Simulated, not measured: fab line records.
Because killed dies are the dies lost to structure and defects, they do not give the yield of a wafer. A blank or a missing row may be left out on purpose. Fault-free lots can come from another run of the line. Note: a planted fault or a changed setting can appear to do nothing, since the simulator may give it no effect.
Split-lot experiment :: flow sfqLine :: 23 wafers read across 5 lots, on a route 325 steps long

== THE SPLIT ITSELF ==
At SFQ_TRILAYER_M0_LITHO_PEB_024 (peb time 60 s), the setting pebTempC was moved away from the recipe's 115 C on 8 of the 23 wafers read, by +1.6% to +3.2%. The other wafers ran this setting at the recipe's value.

== FROM THE SPLIT TO THE READING: what the file shows between them, 2 steps ==
- SFQ_TRILAYER_M0_LITHO_DEVELOP_023: time 60 s
- SFQ_TRILAYER_M0_BARC_OPEN_METAL_ETCH_031: etches BARC in O2, target depth 125 nm, time 41.7 s

== THE READING ==
M0.cdNm (the simulator's own value, which no gauge read), in nm, at SFQ_TRILAYER_M0_ETCH_METAL_ETCH_024 (etches Nb in Cl2/Ar, stops on SiO2, target depth 240 nm, time 120 s). No usual value for it is given in the file. Average 499.9 nm, standard deviation 2.4 nm, over the 15 wafers here run with the recipe.

wafer: L078.1
tool, chamber at the split: lithoTrack-04, 0
pebTempC as run, C: 115
against the recipe: recipe
M0.cdNm, nm: 497.4
against lot-mates on the recipe: -

wafer: L078.2
tool, chamber at the split: lithoTrack-04, 0
pebTempC as run, C: 116.8
against the recipe: +1.6%
M0.cdNm, nm: 473.5
against lot-mates on the recipe: -24.1

wafer: L078.3
tool, chamber at the split: lithoTrack-04, 0
pebTempC as run, C: 115
against the recipe: recipe
M0.cdNm, nm: 497.6
against lot-mates on the recipe: -

wafer: L078.4
tool, chamber at the split: lithoTrack-04, 0
pebTempC as run, C: 116.8
against the recipe: +1.6%
M0.cdNm, nm: 472.2
against lot-mates on the recipe: -25.4

wafer: L078.5
tool, chamber at the split: lithoTrack-04, 0
pebTempC as run, C: 115
against the recipe: recipe
M0.cdNm, nm: 497.9
against lot-mates on the recipe: -

wafer: L079.1
tool, chamber at the split: lithoTrack-01, 0
pebTempC as run, C: 115
against the recipe: recipe
M0.cdNm, nm: 504.9
against lot-mates on the recipe: -

wafer: L079.4
tool, chamber at the split: lithoTrack-01, 0
pebTempC as run, C: 115
against the recipe: recipe
M0.cdNm, nm: 501.7
against lot-mates on the recipe: -

wafer: L079.5
tool, chamber at the split: lithoTrack-01, 0
pebTempC as run, C: 115
against the recipe: recipe
M0.cdNm, nm: 499
against lot-mates on the recipe: -

wafer: L080.1
tool, chamber at the split: lithoTrack-04, 0
pebTempC as run, C: 115
against the recipe: recipe
M0.cdNm, nm: 499.2
against lot-mates on the recipe: -

wafer: L080.2
tool, chamber at the split: lithoTrack-04, 0
pebTempC as run, C: 115
against the recipe: recipe
M0.cdNm, nm: 501.7
against lot-mates on the recipe: -

wafer: L080.3
tool, chamber at the split: lithoTrack-04, 0
pebTempC as run, C: 115
against the recipe: recipe
M0.cdNm, nm: 502.5
against lot-mates on the recipe: -

wafer: L080.5
tool, chamber at the split: lithoTrack-04, 0
pebTempC as run, C: 115
against the recipe: recipe
M0.cdNm, nm: 502.1
against lot-mates on the recipe: -

wafer: L080.6
tool, chamber at the split: lithoTrack-04, 0
pebTempC as run, C: 115
against the recipe: recipe
M0.cdNm, nm: 498.3
against lot-mates on the recipe: -

wafer: L084.1
tool, chamber at the split: lithoTrack-04, 0
pebTempC as run, C: 118
against the recipe: +2.6%
M0.cdNm, nm: 447.8
against lot-mates on the recipe: -51.2

wafer: L084.2
tool, chamber at the split: lithoTrack-04, 0
pebTempC as run, C: 118
against the recipe: +2.6%
M0.cdNm, nm: 451.1
against lot-mates on the recipe: -47.9

wafer: L084.3
tool, chamber at the split: lithoTrack-04, 0
pebTempC as run, C: 118
against the recipe: +2.6%
M0.cdNm, nm: 447.2
against lot-mates on the recipe: -51.8

wafer: L084.4
tool, chamber at the split: lithoTrack-04, 0
pebTempC as run, C: 115
against the recipe: recipe
M0.cdNm, nm: 501.8
against lot-mates on the recipe: -

wafer: L084.5
tool, chamber at the split: lithoTrack-04, 0
pebTempC as run, C: 115
against the recipe: recipe
M0.cdNm, nm: 496.1
against lot-mates on the recipe: -

wafer: L085.1
tool, chamber at the split: lithoTrack-04, 0
pebTempC as run, C: 118.7
against the recipe: +3.2%
M0.cdNm, nm: 439.5
against lot-mates on the recipe: -59.4

wafer: L085.3
tool, chamber at the split: lithoTrack-04, 0
pebTempC as run, C: 118.7
against the recipe: +3.2%
M0.cdNm, nm: 439.5
against lot-mates on the recipe: -59.4

wafer: L085.2
tool, chamber at the split: lithoTrack-04, 0
pebTempC as run, C: 115
against the recipe: recipe
M0.cdNm, nm: 500
against lot-mates on the recipe: -

wafer: L085.4
tool, chamber at the split: lithoTrack-04, 0
pebTempC as run, C: 115
against the recipe: recipe
M0.cdNm, nm: 497.8
against lot-mates on the recipe: -

wafer: L085.5
tool, chamber at the split: lithoTrack-04, 0
pebTempC as run, C: 118.7
against the recipe: +3.2%
M0.cdNm, nm: 438.5
against lot-mates on the recipe: -60.4

FIT RESULTS
A straight line over all 23 wafers: M0.cdNm changes by -19 nm for each +1% of pebTempC; r = -1.00; the points scatter about the line by 2.4 nm.
The same after taking each lot's own level away (the mean of its wafers on the recipe; 23 wafers): -18.7 nm for each +1%; r = -1.00; scatter 2.3 nm.
That fit puts the effect of the largest move of pebTempC on the reading at 60 nm.
From 497.63 to 501.87 nm: that is the span of the lots' own levels, equal to 1.8 times the standard deviation above.
Consequently the slope shifts little with the lot-to-lot level, the two slopes agreeing.
Check: with one of the wafers moved furthest among these (+3.2%) left out of the fit, the line predicts -59.9 nm for it against its lot-mates. Against them it came out at -59.4 nm.

== ADDITIONAL SPLITS CARRIED BY THESE WAFERS ==
Other splits were also applied to these wafers ahead of the reading. Each is held against what the fit with the lots' levels taken away leaves over:
other split on the same wafers: SFQ_TRILAYER_L0_DEP_SPUTTER_003 timeS
wafers away from the commonest value: 7
r with M0.cdNm (lot level and that fit taken away): -0.48

other split on the same wafers: SFQ_TRILAYER_L0_ETCH_METAL_ETCH_008 biasW
wafers away from the commonest value: 9
r with M0.cdNm (lot level and that fit taken away): -0.18

other split on the same wafers: SFQ_TRILAYER_L0_CAP_PECVD_011 timeS
wafers away from the commonest value: 10
r with M0.cdNm (lot level and that fit taken away): +0.21

other split on the same wafers: SFQ_TRILAYER_L0_VIA_LITHO_PEB_016 pebTempC
wafers away from the commonest value: 7
r with M0.cdNm (lot level and that fit taken away): +0.19

== THE WHOLE CHAIN: every reading that the file lists as answering this split, in the file's order ==
step: SFQ_TRILAYER_M0_BARC_OPEN_METAL_ETCH_031
what it does: etches BARC in O2, target depth 125 nm, time 41.7 s
reading: M0.cdNm (the simulator's own value, which no gauge read)
change (the file's fit): -18.7 nm for each +1% of the setting
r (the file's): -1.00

step: SFQ_TRILAYER_M0_ETCH_METAL_ETCH_024
what it does: etches Nb in Cl2/Ar, stops on SiO2, target depth 240 nm, time 120 s
reading: M0.cdNm (the simulator's own value, which no gauge read)
change (the file's fit): -18.5 nm for each +1% of the setting
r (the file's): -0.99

== THE FILE'S OWN FIT ==
M0.cdNm changes by -18.5 nm for each +1% of pebTempC, r = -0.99.
